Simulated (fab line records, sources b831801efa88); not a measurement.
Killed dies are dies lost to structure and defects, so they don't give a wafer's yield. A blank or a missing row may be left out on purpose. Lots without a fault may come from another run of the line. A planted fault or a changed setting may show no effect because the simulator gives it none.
fab line records | flow sky130
record lots=5 wafers=15 last_day=49
route steps=708 shown GATE_OXIDE@198 POLY_GATE@204 RES_PROTECT@206 PAD_OPEN@708
lots that met no fault: from a run of the same line without faults
start_h: hours from the record's first day to the start of the lot's first wafer shown | wait_h: hours since the lot's step before | " the same as in the row above | L1.1+2: a row that stands for several wafers | - no value, or no start given | * or withheld: withheld | < > ~ a bound
route shown NAME@n: a module of which the file shows steps, and the number in the route of the first | usual: mean/standard deviation of fault-free wafers | same: alike in all rows | chamber/n: place in a boat | sites: the reading at each site | _std_site: their standard deviation | _edge_site: outer sites' mean less inner sites' | radius_mm: how far each site lies from the wafer's centre | mask NAME#n: copy n | behind: the tool/chamber that last shaped the wafer | hold: why the lot was held/for how many hours/how that ended | device: the transistor (n, p or np) that didn't switch | end of line: the same wafers' tests at the end of the route | a step without rows: its recipe alone | killed: dies lost to structure and defects at the first sort, not the wafer's yield | map: a wafer's dies, x killed, . not, _ none there
set.NAME: the setting as run; set.NAME@STEP: as run at that earlier step | model.NAME: the simulator's own value behind a step, which no gauge read
lots at some steps of the route; a table a step, a row a wafer
services: from which hour (start_h, from the record's first day; less than 0 if before it) a tool's chamber was out of use, for how many hours, and why
## steps
# step SKY_GATE_OXIDE_IMPLANT_11
# recipe species=B energy_kev=10 dose_cm2=2.655e+12 tilt_deg=withheld
# step SKY_GATE_OXIDE_WET_ETCH_12
# recipe chemistry=dHF target_depth_nm=16.8 dry=n2_spin target=SiO2 dilution=100:1 temp_c=25 time_s=336
# step SKY_GATE_OXIDE_STRIP_13
# recipe chemistry=O2/N2 power_w=1400 pressure_mtorr=1500 platen_temp_c=withheld o2_flow_sccm=3000 n2_flow_sccm=300 overash_fraction=0.5
# usual drypump_motor_current_A=5.78/0.12 oes_product_au=0.716/0.0046 strip_time_to_endpoint_s=14.17/0.037
# columns lot.wafer tool chamber start_h wait_h drypump_motor_current_A oes_product_au rf_hours_counter_h strip_time_to_endpoint_s
L685.2 plasma_asher-01 0 359.55 0.0 5.83 0.716 65 14.14
L685.3 " 0 " " 5.85 0.717 - 14.14
L685.4 " 1 " " 5.77 0.713 - 14.16
L691.2 plasma_asher-01 0 405.61 0.0 5.83 0.713 70 14.11
L691.3 " 1 " " 5.78 0.712 - 14.17
L691.5 " 0 " " 5.83 0.714 - 14.11
L692.1 plasma_asher-03 0 405.99 0.0 6.05 0.719 27 14.22
L692.2 " 1 " " 5.55 0.717 27 14.19
L692.5 " 0 " " 6.07 0.710 - 14.16
L696.3 plasma_asher-04 0 450.69 0.0 5.68 0.714 - 14.26
L696.4 " 1 " " 5.79 0.715 - 14.25
L696.6 " 0 " " 5.67 0.718 - 14.24
L697.1 plasma_asher-01 0 458.22 0.0 5.81 0.722 75 14.18
L697.3 " 1 " " 5.77 0.725 - 14.15
L697.6 " 1 " " 5.76 0.710 - 14.14
# step SKY_GATE_OXIDE_TW_MEAS_14
# usual GATE_OXIDE_TW=226.5/2.5
# columns lot.wafer tool chamber start_h wait_h GATE_OXIDE_TW
L685.2 film_metro-04 - 359.66 0.1 229.7
L685.3 " - " " 227.9
L685.4 " - " " 228.7
L691.2 film_metro-01 - 405.72 0.1 224.9
L691.3 " - " " 226.0
L691.5 " - " " 225.2
L692.1 film_metro-02 - 406.09 0.1 223.1
L692.2 " - " " 223.5
L692.5 " - " " 224.0
L696.3 film_metro-01 - 450.78 0.1 223.9
L696.4 " - " " 223.6
L696.6 " - " " 224.3
L697.1 film_metro-02 - 458.32 0.1 224.3
L697.3 " - " " 224.5
L697.6 " - " " 223.6
# step SKY_GATE_OXIDE_CLEAN_15
# recipe chemistry=SC1/SC2 mix=1:4:20 temp_c=70 time_s=150 dry=n2_spin
# step SKY_GATE_OXIDE_OXIDATION_16
# recipe temp_c=800 ambient=O2 idle_temp_c=700 ramp_up_c_per_min=10 ramp_down_c_per_min=3 stabilise_s=600 purge_s=300 target_thk_a=35.7 ox_time_s=1915
# step SKY_POLY_GATE_CVD_00
# recipe material=poly-Si target_thk_nm=180 temp_c=620 time_s=720 pressure_mtorr=200
# step SKY_POLY_GATE_THK_MEAS_01
# recipe reads=poly-Si_of_POLY_GATE_CVD_00
# usual POLY_GATE_CVD_00_THK=180.6/1.6
# columns lot.wafer tool chamber start_h wait_h POLY_GATE_CVD_00_THK[nm]
L685.2 film_metro-04 - 362.50 0.0 178.7
L685.3 " - " " 177.1
L685.4 " - " " 178.3
L691.2 film_metro-02 - 409.04 0.0 180.6
L691.3 " - " " 178.9
L691.5 " - " " 178.8
L692.1 film_metro-04 - 409.04 0.0 184.8
L692.2 " - " " 182.2
L692.5 " - " " 182.9
L696.3 film_metro-02 - 453.69 0.0 181.5
L696.4 " - " " 180.8
L696.6 " - " " 182.2
L697.1 film_metro-03 - 461.16 0.0 179.4
L697.3 " - " " 179.1
L697.6 " - " " 179.2
# step SKY_RES_PROTECT_DEHYDRATE_00
# recipe temp_c=200 time_s=60
# step SKY_RES_PROTECT_HMDS_01
# recipe prime_time_s=60 prime_temp_c=120
# step SKY_RES_PROTECT_COAT_02
# recipe resist=NOVOLAK spin_rpm=3000 resist_thk_nm=1140
# step SKY_RES_PROTECT_SOFTBAKE_03
# recipe temp_c=90 time_s=60 resist=NOVOLAK
# step SKY_RES_PROTECT_EXPOSE_04
# recipe mask_id=RPM na=0.6 source_shape=conventional sigma_outer=0.6 polarization=unpolarized target_cd_nm=1270 dose_mj=131
# usual exposure_dose_mJ_cm2=130.99/0.14 stage_vel_mm_s=499.98/0.21
# columns lot.wafer tool chamber start_h wait_h mask exposure_dose_mJ_cm2 stage_vel_mm_s
L685.2 iline_stepper-01 0 376.91 - RPM#0 131.23 499.94
L685.3 " 0 " " RPM#0 131.17 499.84
L685.4 " 0 " " RPM#0 131.39 499.99
L691.2 iline_stepper-01 0 423.78 - RPM#0 130.90 500.05
L691.3 " 0 " " RPM#0 131.08 499.90
L691.5 " 0 " " RPM#0 131.06 500.24
L692.1 iline_stepper-01 0 424.23 - NTM#0 130.90 500.08
L692.2 " 0 " " NTM#0 131.01 500.02
L692.5 " 0 " " NTM#0 130.88 500.20
L696.3 iline_stepper-01 0 469.03 - RPM#0 130.69 499.57
L696.4 " 0 " " RPM#0 130.78 499.68
L696.6 " 0 " " RPM#0 130.98 499.82
L697.1 iline_stepper-01 0 476.15 - RPM#0 130.94 499.99
L697.3 " 0 " " RPM#0 130.75 499.68
L697.6 " 0 " " RPM#0 130.99 499.50
# step SKY_RES_PROTECT_PEB_05
# recipe temp_c=withheld time_s=* resist=NOVOLAK
# step SKY_RES_PROTECT_DEVELOP_06
# recipe resist=NOVOLAK developer=TMAH develop_time_s=60 dev_temp_c=23
# step SKY_POLY_GATE_IMPLANT_02
# recipe species=P energy_kev=30 dose_cm2=7.7e+15 tilt_deg=0
# step SKY_RES_PROTECT_STRIP_07
# recipe chemistry=O2/N2 power_w=1400 pressure_mtorr=1500 platen_temp_c=withheld o2_flow_sccm=3000 n2_flow_sccm=300 overash_fraction=0.5
# usual drypump_motor_current_A=5.75/0.18 oes_product_au=0.518/0.0045 strip_time_to_endpoint_s=23.29/0.041
# columns lot.wafer tool chamber start_h wait_h drypump_motor_current_A oes_product_au rf_hours_counter_h strip_time_to_endpoint_s
L685.2 plasma_asher-04 0 391.24 0.1 5.70 0.516 71 23.25
L685.3 " 1 " " 5.83 0.516 - 23.20
L685.4 " 0 " " 5.72 0.516 - 23.16
L691.2 plasma_asher-03 1 439.09 0.1 5.58 0.514 30 23.35
L691.3 " 0 " " 6.04 0.512 - 23.34
L691.5 " 0 " " 6.03 0.520 - 23.38
L692.1 plasma_asher-02 0 439.55 0.1 5.56 0.518 63 23.24
L692.2 " 1 " " 5.91 0.518 63 23.25
L692.5 " 1 " " 5.91 0.513 - 23.23
L696.3 plasma_asher-03 0 484.38 0.1 6.05 0.519 - 23.32
L696.4 " 1 " " 5.58 0.513 - 23.30
L696.6 " 1 " " 5.55 0.518 - 23.29
L697.1 plasma_asher-03 1 491.50 0.1 5.58 0.512 35 23.26
L697.3 " 1 " " 5.57 0.522 - 23.26
L697.6 " 0 " " 6.02 0.520 - 23.26
# step SKY_RES_PROTECT_TW_MEAS_08
# usual POLY_GATE_TW=4058/44
# columns lot.wafer tool chamber start_h wait_h POLY_GATE_TW
L685.2 film_metro-04 - 391.35 0.1 4074
L685.3 " - " " 4069
L685.4 " - " " 4061
L691.2 film_metro-04 - 439.20 0.1 4096
L691.3 " - " " 4096
L691.5 " - " " 4097
L692.1 film_metro-01 - 439.65 0.1 30
L692.2 " - " " 30
L692.5 " - " " 30
L696.3 film_metro-01 - 484.47 0.1 4021
L696.4 " - " " 3995
L696.6 " - " " 4004
L697.1 film_metro-04 - 491.60 0.1 4092
L697.3 " - " " 4103
L697.6 " - " " 4100
# step SKY_RES_PROTECT_CLEAN_09
# recipe chemistry=SC1/SC2 mix=1:4:20 temp_c=70 time_s=150 dry=n2_spin
# step SKY_PAD_OPEN_PROBE_99
# usual killed_at_M0_to_M3=43/6.9 killed_at_M4_up=3.0/1.8 killed_at_contacts=24/4.8 killed_at_front_end=15/4.5 killed_at_other=0.4/0.67 killed_dies=86/9.2 killed_open=46/6.9 killed_short=39/6
# same gross_dies=492 killed_at_back_side=0
# columns lot.wafer tool chamber start_h wait_h killed_at_M0_to_M3 killed_at_M4_up killed_at_contacts killed_at_front_end killed_at_other killed_dies killed_open killed_short
L685.2 prober-02 - 1117.43 0.1 46 2 30 25 0 103 55 47
L685.3 prober-02 - 1117.48 0.2 52 5 21 17 2 97 53 42
L685.4 prober-02 - 1117.53 0.2 48 1 23 18 1 91 46 45
L691.2 prober-01 - 1144.62 0.1 45 0 28 17 0 90 50 40
L691.3 prober-01 - 1144.67 0.2 48 4 20 14 0 86 47 38
L691.5 prober-01 - 1144.77 0.2 38 6 19 9 0 72 34 38
L692.1 prober-01 - 1147.47 0.1 35 2 29 10 1 77 42 34
L692.2 prober-01 - 1147.52 0.1 37 5 21 12 0 75 43 32
L692.5 prober-01 - 1147.67 0.2 35 7 17 9 0 68 38 30
L696.3 prober-02 - 1172.11 0.2 40 7 33 14 0 94 43 49
L696.4 prober-02 - 1172.16 0.2 39 1 22 18 0 80 37 39
L696.6 prober-02 - 1172.26 0.2 48 1 18 20 0 87 43 43
L697.1 prober-01 - 1174.47 0.1 44 3 22 15 1 85 44 41
L697.3 prober-01 - 1174.57 0.2 36 0 31 8 0 75 44 31
L697.6 prober-01 - 1174.72 0.2 53 3 27 12 1 96 48 47
# killed by level:class
L685.2 CONTACT:geometric_particle:open=12 VIA3:geometric_particle:open=10 VIA1:geometric_particle:open=10 POLY_GATE:geometric_particle:short=8 LI_CONTACT:geometric_particle:open=8 VIA1:geometric_particle:short=6 CONTACT:geometric_particle:short=6 VIA2:geometric_particle:open=6
L685.3 VIA1:geometric_particle:open=13 VIA2:geometric_particle:open=10 METAL2:geometric_particle:short=9 CONTACT:geometric_particle:short=7 LI_CONTACT:geometric_particle:open=6 VIA3:geometric_particle:open=6 POLY_GATE:geometric_particle:open=5 FIELD_ISO:geometric_particle:short=4
L685.4 VIA1:geometric_particle:open=16 LI_CONTACT:geometric_particle:open=7 FIELD_ISO:geometric_particle:short=6 VIA1:geometric_particle:short=6 VIA3:geometric_particle:open=6 LI_CONTACT:geometric_particle:short=5 METAL2:geometric_particle:short=5 POLY_GATE:geometric_particle:open=4
L691.2 CONTACT:geometric_particle:open=10 VIA3:geometric_particle:open=10 METAL2:geometric_particle:short=8 CONTACT:geometric_particle:short=7 METAL1:geometric_particle:short=7 POLY_GATE:geometric_particle:short=6 LI_CONTACT:geometric_particle:open=6 VIA1:geometric_particle:open=6
L691.3 VIA1:geometric_particle:open=9 VIA3:geometric_particle:open=8 LOCAL_INTERCONNECT:geometric_particle:short=6 CONTACT:geometric_particle:open=6 VIA2:geometric_particle:short=6 VIA2:geometric_particle:open=6 LI_CONTACT:geometric_particle:open=5 METAL2:geometric_particle:short=4
L691.5 LI_CONTACT:geometric_particle:open=8 VIA1:geometric_particle:open=8 METAL2:geometric_particle:short=7 VIA3:geometric_particle:open=6 VIA2:geometric_particle:open=4 METAL1:geometric_particle:short=4 VIA1:geometric_particle:short=4 METAL3:geometric_particle:short=4
L692.1 CONTACT:geometric_particle:open=13 VIA1:geometric_particle:open=10 CONTACT:geometric_particle:short=6 LI_CONTACT:geometric_particle:open=5 METAL1:geometric_particle:short=5 VIA1:geometric_particle:short=4 POLY_GATE:geometric_particle:open=3 LI_CONTACT:geometric_particle:short=3
L692.2 CONTACT:geometric_particle:open=10 VIA3:geometric_particle:open=7 VIA1:geometric_particle:open=7 VIA2:geometric_particle:open=5 SPACER:geometric_particle:open=4 LI_CONTACT:geometric_particle:short=4 VIA1:geometric_particle:short=4 FIELD_ISO:geometric_particle:short=3
L692.5 CONTACT:geometric_particle:open=9 VIA1:geometric_particle:open=9 VIA3:geometric_particle:open=8 METAL4:geometric_particle:short=6 LI_CONTACT:geometric_particle:open=4 METAL2:geometric_particle:short=4 VIA3:geometric_particle:short=4 POLY_GATE:geometric_particle:short=3
L696.3 LI_CONTACT:geometric_particle:open=10 LOCAL_INTERCONNECT:geometric_particle:short=9 VIA1:geometric_particle:open=7 METAL2:geometric_particle:short=6 VIA3:geometric_particle:open=6 CONTACT:geometric_particle:open=5 VIA3:geometric_particle:short=5 METAL4:geometric_particle:short=5
L696.4 VIA1:geometric_particle:open=9 LOCAL_INTERCONNECT:geometric_particle:short=6 CONTACT:geometric_particle:short=6 METAL1:geometric_particle:short=6 CONTACT:geometric_particle:open=6 POLY_GATE:geometric_particle:open=5 METAL2:geometric_particle:short=5 VIA1:geometric_particle:short=4
L696.6 VIA1:geometric_particle:short=10 LI_CONTACT:geometric_particle:open=10 VIA1:geometric_particle:open=10 FIELD_ISO:geometric_particle:short=7 VIA3:geometric_particle:open=7 POLY_GATE:geometric_particle:short=4 VIA2:geometric_particle:open=4 VIA2:geometric_particle:short=4
L697.1 VIA1:geometric_particle:open=14 CONTACT:geometric_particle:open=11 POLY_GATE:geometric_particle:short=7 METAL2:geometric_particle:short=7 VIA1:geometric_particle:short=6 VIA2:geometric_particle:open=6 POLY_GATE:geometric_particle:open=4 LOCAL_INTERCONNECT:geometric_particle:short=4
L697.3 CONTACT:geometric_particle:open=13 VIA1:geometric_particle:open=9 LI_CONTACT:geometric_particle:open=7 VIA1:geometric_particle:short=5 LI_CONTACT:geometric_particle:short=4 LOCAL_INTERCONNECT:geometric_particle:short=4 VIA2:geometric_particle:short=4 VIA2:geometric_particle:open=3
L697.6 VIA1:geometric_particle:open=16 CONTACT:geometric_particle:open=9 METAL3:geometric_particle:short=7 LI_CONTACT:geometric_particle:open=6 VIA1:geometric_particle:short=6 CONTACT:geometric_particle:short=6 VIA2:geometric_particle:open=6 METAL2:geometric_particle:short=6
## services
# columns tool chamber start_h hours kind
plasma_asher-01 - 346.18 0.4 repair
plasma_asher-02 - 373.75 0.7 repair
plasma_asher-02 - 387.23 2.8 pm
iline_stepper-01 - 394.73 1.7 pm
plasma_asher-01 - 406.69 1.5 repair
plasma_asher-04 - 421.25 9.0 pm
plasma_asher-04 0 421.25 9.0 vent_cycle
plasma_asher-04 1 421.25 9.0 vent_cycle
plasma_asher-04 0 430.25 - clean
plasma_asher-04 1 430.25 - clean
iline_stepper-01 - 458.39 1.0 repair
plasma_asher-01 - 467.58 2.9 repair
plasma_asher-01 - 472.70 2.8 repair
plasma_asher-04 - 486.86 2.8 pm
## key
first_sign step=SKY_RES_PROTECT_EXPOSE_04 reading=mask direction=changed
effect step=SKY_RES_PROTECT_TW_MEAS_08 reading=POLY_GATE_TW direction=down sigmas=92 usual=4058 struck=30
met_at SKY_RES_PROTECT_EXPOSE_04
struck_wafers L692.1,L692.2,L692.5
tester_left_out L692
onset_between 423.78 424.23
fault kind=wrong_mask tool=any chamber=- onset_h=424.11 steps=SKY_RES_PROTECT_EXPOSE_04 aux_copy=NTM#0 scope=struck_lots_only
# tester_left_out: of these lots the tester's yield and bins aren't shown, on N5 and GAA mostly nor the transistor test; their killed dies are dies lost to structure and defects alone, not to doping, threshold or leakage, so they don't give the yield
